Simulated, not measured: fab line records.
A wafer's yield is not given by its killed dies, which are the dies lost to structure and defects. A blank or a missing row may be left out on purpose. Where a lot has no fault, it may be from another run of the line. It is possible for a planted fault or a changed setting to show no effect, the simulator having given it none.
Matching of chambers + flow gf180mcu + GF_CONTACT_ETCH_16 on rieDiel-03 has 4 sister chambers
The step etches BARC in N2/H2. 4 wafers are shown with their chamber, then 7 later ones without.

## WAFERS, EACH WITH ITS CHAMBER
| wafer  | chamber | drypumpMotorCurrentA (A) |
|--------|---------|--------------------------|
| L460.5 | 2       | 5.7                      |
| L469.5 | 1       | 5.7                      |
| L471.1 | 3       | 5.9                      |
| L471.2 | 0       | 5.9                      |

## WAFERS MISSING THEIR CHAMBER
| wafer  | drypumpMotorCurrentA (A) |
|--------|--------------------------|
| L471.3 | 5.7                      |
| L475.2 | 5.9                      |
| L475.5 | 5.6                      |
| L475.6 | 5.9                      |
| L476.1 | 5.9                      |
| L476.2 | 5.9                      |
| L476.5 | 5.6                      |

## WHICH CHAMBER EACH WENT THROUGH
| wafer  | from the rows above     | in truth |
|--------|-------------------------|----------|
| L471.3 | can't be placed: 1 or 2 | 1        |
| L475.2 | can't be placed: 0 or 3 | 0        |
| L475.5 | can't be placed: 1 or 2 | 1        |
| L475.6 | can't be placed: 0 or 3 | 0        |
| L476.1 | can't be placed: 0 or 3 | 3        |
| L476.2 | can't be placed: 0 or 3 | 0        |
| L476.5 | can't be placed: 1 or 2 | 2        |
0 of 7 placed correctly. Cannot be placed on the basis of these rows: 7; the candidates contain the true chamber in 7. Wrongly placed: 0.
How it was worked out, from the rows above alone: a wafer's distance from a chamber is the root of the sum, over the readings, of the square of ((its reading less the chamber's mean) divided by the reading's scatter). If the next closest chamber is less than 2 further off than the closest, the wafer can't be placed; otherwise it belongs to the closest. The mean given for a chamber averages the wafers shown for that chamber. The scatter: root of mean squared gap, hidden wafer to nearest shown wafer, with one shown wafer a chamber.
